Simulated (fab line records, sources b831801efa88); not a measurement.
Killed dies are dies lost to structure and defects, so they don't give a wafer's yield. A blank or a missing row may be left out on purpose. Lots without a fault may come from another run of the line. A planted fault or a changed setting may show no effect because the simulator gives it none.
A struck lot beside a sound one | flow sky130 | 34 steps out of a route of 708
Sound: wafers L930.2, L930.4, L930.6. Struck: wafers L942.2, L942.4, L942.6. The cause comes at the end.
At each step with rows: each side's tool, then ch and its chambers, then its first start. Under that, the readings that differ: sound wafers | struck wafers | difference of the means | sigmas: that difference in standard deviations of wafers without a fault.
alike: readings whose means differ by less than 2 such deviations, and words and numbers that are the same on both sides. not compared: withheld readings, readings that some wafer has no value for, bounds like >300 that may hide the same value, and numbers for which the record gives no deviation and whose values overlap.
The two part at a step that has a row with sigmas, a row that says differs or no value, or rows on one side only. Numbers that don't overlap but have no deviation are shown without sigmas and don't part them. A reading that every wafer of one side lacks parts them only if that side has two wafers or more.

first, 9 steps without rows for these wafers: SKY_VIA2_DEHYDRATE_04 (time 60 s); SKY_VIA2_HMDS_05 (prime time 60 s); SKY_VIA2_COAT_06 (resist thk 60 nm); SKY_VIA2_COAT_07 (resist thk 450 nm); SKY_VIA2_SOFTBAKE_08 (time 90 s); SKY_VIA2_EXPOSE_09 (exposes mask VIM2, target cd 200 nm); SKY_VIA2_PEB_10; SKY_VIA2_DEVELOP_11 (develop time 60 s); SKY_VIA2_ETCH_14 (etches BARC in N2/H2, stops on SiO2, time 45.9 s, target depth 60 nm).
SKY_VIA2_ETCH_15: etches SiO2 in C4F8/O2/Ar, stops on TiN, target depth 546 nm, time 84 s.
  sound on rie_diel-04 ch 1,2,3, day 37 23:55; struck on rie_diel-03 ch 0,1,3, day 41 22:19
  alike: oes_product_au
  not compared: rf_hours_counter_h
then, 23 steps without rows for these wafers: SKY_VIA2_STRIP_16 (strips in O2/N2); SKY_VIA2_STRIP_17 (strips in post etch residue remover, time 1200 s); SKY_VIA2_CLEAN_18 (cleans in IPA, time 180 s); SKY_VIA2_CLEAN_19 (cleans in O3/DIW); SKY_VIA2_SPUTTER_20 (material TiN, target thk 20 nm, time 80 s); SKY_VIA2_CVD_21 (deposits W, target thk 420 nm, time 126.4 s); SKY_VIA2_CMP_24 (polishes, stops on SiO2, t overpolish 20 s, target thk 0 nm); SKY_METAL3_SPUTTER_00 (material Ti, target thk 15 nm, time 10 s); SKY_METAL3_SPUTTER_01 (material TiN, target thk 20 nm, time 16.7 s); SKY_METAL3_SPUTTER_02 (material AlCu, target thk 735 nm, time 39.1 s); SKY_METAL3_SPUTTER_03 (material Ti, target thk 5 nm, time 3.3 s); SKY_METAL3_SPUTTER_04 (material TiN, target thk 70 nm, time 58.3 s); SKY_CAPM_CVD_00 (deposits SiO2, target thk 15.5 nm); SKY_CAPM_SPUTTER_02 (material TiN, target thk 200 nm, time 166.7 s); SKY_CAPM_DEHYDRATE_05 (time 60 s); SKY_CAPM_HMDS_06 (prime time 60 s); SKY_CAPM_COAT_07 (resist thk 1140 nm); SKY_CAPM_SOFTBAKE_08 (time 60 s); SKY_CAPM_EXPOSE_09 (exposes mask CAPM, target cd 1000 nm); SKY_CAPM_PEB_10; SKY_CAPM_DEVELOP_11 (develop time 60 s); SKY_CAPM_METAL_ETCH_13 (etches TiN in Cl2/BCl3, stops on SiO2, target depth 220 nm, time 62.9 s); SKY_CAPM_STRIP_14 (strips in O2/N2).
-- the record jumps here: 8 days lie between the struck wafers' starts before and after (it left off in module CAPM and takes up again in module PAD_OPEN, whose first step shown is number 708 of the route) --
SKY_PAD_OPEN_PROBE_99:
  sound on prober-01, day 47 04:29; struck on prober-01, day 50 03:22
  reading                               | sound              | struck            | difference | sigmas
  defect_limited_yield (%)              | 82.1 83.5 80.5     | 76.0 70.5 69.7    | -10.0      | -6
  killed_at_M0_to_M3                    | 39 42 45           | 83 98 109         | +55        | +9
  killed_at_contacts                    | 32 25 38           | 15 18 20          | -14        | -3
  killed_dies                           | 88 81 96           | 118 145 149       | +49        | +6
  sort_bin_3_pad_short (%)              | 0.8 0.2 0.8        | 3.5 3.7 4.7       | +3.4       | +8
  sort_bin_5_function (%)               | 12.6 11.2 12.4     | 13.8 18.3 19.1    | +5.0       | +3
  sort_n_pass                           | 404 411 396        | 374 347 343       | -49        | -6
  sort_yield_pct (%)                    | 82.1 83.5 80.5     | 76.0 70.5 69.7    | -10.0      | -6
  model.etest.tester.sort_n_pass        | 404 411 396        | 374 347 343       | -49        |
  model.etest.tester.sort_yield_pct (%) | 82.11 83.54 80.49  | 76.02 70.53 69.72 | -9.96      |
  model.etest.tester.sort_bin_5_pct (%) | 12.6 11.18 12.4    | 13.82 18.29 19.11 | +5.01      |
  model.etest.tester.sort_bin_3_pct (%) | 0.813 0.2033 0.813 | 3.455 3.659 4.675 | +3.320     |
  alike: killed_at_M4_up, killed_at_front_end, killed_at_other, killed_open, killed_short, sort_bin_6_memory

WHERE THEY PART
Only at SKY_PAD_OPEN_PROBE_99, within this record.

WHY: what the simulator had put in
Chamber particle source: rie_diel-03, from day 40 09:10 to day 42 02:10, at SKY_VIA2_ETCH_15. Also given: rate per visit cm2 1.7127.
